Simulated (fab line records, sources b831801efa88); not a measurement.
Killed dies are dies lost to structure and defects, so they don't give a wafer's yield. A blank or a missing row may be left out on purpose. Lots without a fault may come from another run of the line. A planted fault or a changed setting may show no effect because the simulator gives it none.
Which tool did it? | flow gf180mcu | 10 lots, 30 wafers sampled, at 3 steps of a route of 602

WHAT THE GAUGES READ, wafer by wafer
GF_PSD_TW_MEAS_11.
lot  | measured     | on            | PSD_TW
L335 | day 14 11:25 | film_metro-02 | 3164 3184 3170
L337 | day 15 16:53 | film_metro-01 | 3252 3248 3242
L339 | day 16 01:02 | film_metro-02 | 3190 3193 3204
L341 | day 16 19:05 | film_metro-02 | 3203 3214 3192
L343 | day 17 05:59 | film_metro-01 | 3231 3241 3241
L344 | day 17 19:49 | film_metro-02 | 3454 3459 3461
L346 | day 18 11:41 | film_metro-01 | 3500 3500 3505
L354 | day 21 10:38 | film_metro-02 | 3177 3180 3163
L355 | day 21 12:31 | film_metro-02 | 3185 3197 3197
L357 | day 22 02:07 | film_metro-01 | 3197 3230 3223

WHICH TOOL RAN EACH LOT (tool, then ch and the chambers of the sampled wafers, then the start)
lot  | GF_PSD_IMPLANT_09               | GF_PSD_STRIP_10
L335 | implanter-04 ch 0, day 14 11:13 | plasma_asher-03 ch 0,1, day 14 11:19
L337 | implanter-04 ch 0, day 15 16:39 | plasma_asher-01 ch 0,1, day 15 16:47
L339 | implanter-01 ch 0, day 16 00:49 | plasma_asher-02 ch 0,1, day 16 00:57
L341 | implanter-01 ch 0, day 16 18:51 | plasma_asher-02 ch 0, day 16 18:59
L343 | implanter-01 ch 0, day 17 05:45 | plasma_asher-02 ch 0,1, day 17 05:52
L344 | implanter-01 ch 0, day 17 19:34 | plasma_asher-03 ch 0,1, day 17 19:43
L346 | implanter-01 ch 0, day 18 11:27 | plasma_asher-01 ch 0,1, day 18 11:35
L354 | implanter-03 ch 0, day 21 10:25 | plasma_asher-03 ch 0,1, day 21 10:32
L355 | implanter-03 ch 0, day 21 12:16 | plasma_asher-03 ch 0,1, day 21 12:25
L357 | implanter-01 ch 0, day 22 01:52 | plasma_asher-01 ch 0,1, day 22 02:01
- GF_PSD_IMPLANT_09
- GF_PSD_STRIP_10: strips in O2/N2.

THE ANSWER, worked out from the rows above alone
Rule: what is usual is taken from the lots themselves. Put in order of their means at a reading, lots are off if they are a third of the lots or fewer, leave a main group of 4 or more, and stand apart from it by a gap of 3 or more times the standard deviation of the main group's means; of several such gaps the widest counts. A main group whose means are all the same, to the digits that the tables above print for the reading, isn't used. A lot without any number at a reading at which 4 lots or more have one is off too. The other lots that the step has rows for count as sound.
Off: L344, L346, at GF_PSD_TW_MEAS_11 (PSD_TW). The main group: mean 3205, standard deviation 26.
A tool fits if, at a process step before that reading, it ran every lot that is off, and no sound lot after the first of them. The gauges at GF_PSD_TW_MEAS_11 are tried like those tools. None of those tried fits.

WHAT THE SIMULATOR HAD PUT IN
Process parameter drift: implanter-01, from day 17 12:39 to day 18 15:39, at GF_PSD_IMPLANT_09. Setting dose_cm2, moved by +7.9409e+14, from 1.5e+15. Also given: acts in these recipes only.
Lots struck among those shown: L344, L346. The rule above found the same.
